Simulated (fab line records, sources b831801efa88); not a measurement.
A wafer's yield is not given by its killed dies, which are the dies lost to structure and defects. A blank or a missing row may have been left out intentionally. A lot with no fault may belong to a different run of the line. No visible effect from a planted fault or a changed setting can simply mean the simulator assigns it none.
Matching of chambers ; flow sky130 ; rie-diel-03 running SKY_METAL4_ETCH_17: 4 sister chambers
The step etches SiO2 in C4F8/O2/Ar, stops on TiN, time 3.9 s, target depth 15 nm. 8 wafers are shown with their chamber, then 6 later ones without.

EACH WAFER AND ITS CHAMBER
wafer;chamber;oes-product-au (a.u.)
L872.4;2;0.761
L874.4;2;0.761
L874.5;1;0.765
L884.2;1;0.757
L884.3;3;0.760
L885.2;0;0.751
L885.4;3;0.747
L885.5;0;0.741

WAFERS MISSING THEIR CHAMBER
wafer;oes-product-au (a.u.)
L886.3;0.760
L886.4;0.760
L886.5;0.770
L889.2;0.756
L889.5;0.748
L889.6;0.761

THE CHAMBER EACH PASSED THROUGH
wafer;from the rows above;in truth
L886.3;can't be placed: 1 or 2 or 3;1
L886.4;can't be placed: 1 or 2 or 3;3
L886.5;can't be placed: 1 or 2 or 3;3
L889.2;can't be placed: 3 or 1 or 2 or 0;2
L889.5;can't be placed: 0 or 3 or 1 or 2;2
L889.6;can't be placed: 1 or 2 or 3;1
Placed correctly: 0 of 6. Unplaceable from these rows: 6, with the true chamber sitting among the candidates in 6. Placed wrongly: 0.
How it was worked out, from the rows above alone: a wafer's distance from a chamber is the root of the sum, over the readings, of the square of ((its reading less the chamber's mean) divided by the reading's scatter). If the next closest chamber is less than 2 further off than the closest, the wafer can't be placed; otherwise it belongs to the closest. For every chamber, the mean is computed from those of its wafers that are shown. The scatter: the root of (the sum of the squares of (reading less its chamber's mean) over the shown wafers, divided by (wafers less chambers)).
